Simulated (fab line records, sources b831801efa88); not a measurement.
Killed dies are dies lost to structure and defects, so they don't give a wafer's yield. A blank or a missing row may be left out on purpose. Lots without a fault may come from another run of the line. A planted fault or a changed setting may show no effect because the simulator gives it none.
Chamber matching | flow gf180mcu | GF_V2_CVD_00 on hdpcvd-01: 3 sister chambers
The step deposits SiO2, target thk 600 nm, time 100 s. 6 wafers are shown with their chamber, then 8 later ones without.

WAFERS WITH THEIR CHAMBER
wafer  | chamber | sih4_flow_sccm (sccm)
L161.4 | 2       | 60.07
L161.5 | 1       | 60.10
L162.2 | 2       | 59.96
L162.3 | 0       | 60.20
L162.4 | 1       | 60.00
L164.1 | 0       | 59.79

WAFERS WITHOUT THEIR CHAMBER
wafer  | sih4_flow_sccm (sccm)
L164.4 | 60.21
L164.5 | 59.82
L165.1 | 60.22
L165.4 | 60.22
L165.5 | 60.10
L167.2 | 60.25
L167.3 | 59.83
L167.6 | 60.02

WHICH CHAMBER EACH WENT THROUGH
wafer  | from the rows above          | in truth
L164.4 | can't be placed: 1 or 2 or 0 | 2
L164.5 | can't be placed: 0 or 2 or 1 | 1
L165.1 | can't be placed: 1 or 2 or 0 | 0
L165.4 | can't be placed: 1 or 2 or 0 | 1
L165.5 | can't be placed: 1 or 2 or 0 | 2
L167.2 | can't be placed: 1 or 2 or 0 | 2
L167.3 | can't be placed: 0 or 2 or 1 | 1
L167.6 | can't be placed: 2 or 0 or 1 | 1
Placed correctly: 0 of 8. Can't be placed from these rows: 8 (the true chamber is among the candidates in 8). Placed wrongly: 0.
How it was worked out, from the rows above alone: a wafer's distance from a chamber is the root of the sum, over the readings, of the square of ((its reading less the chamber's mean) divided by the reading's scatter). The wafer belongs to the nearest chamber; if the next one is less than 2 further off, it can't be placed. A chamber's mean is the mean of its shown wafers. The scatter: the root of (the sum of the squares of (reading less its chamber's mean) over the shown wafers, divided by (wafers less chambers)).
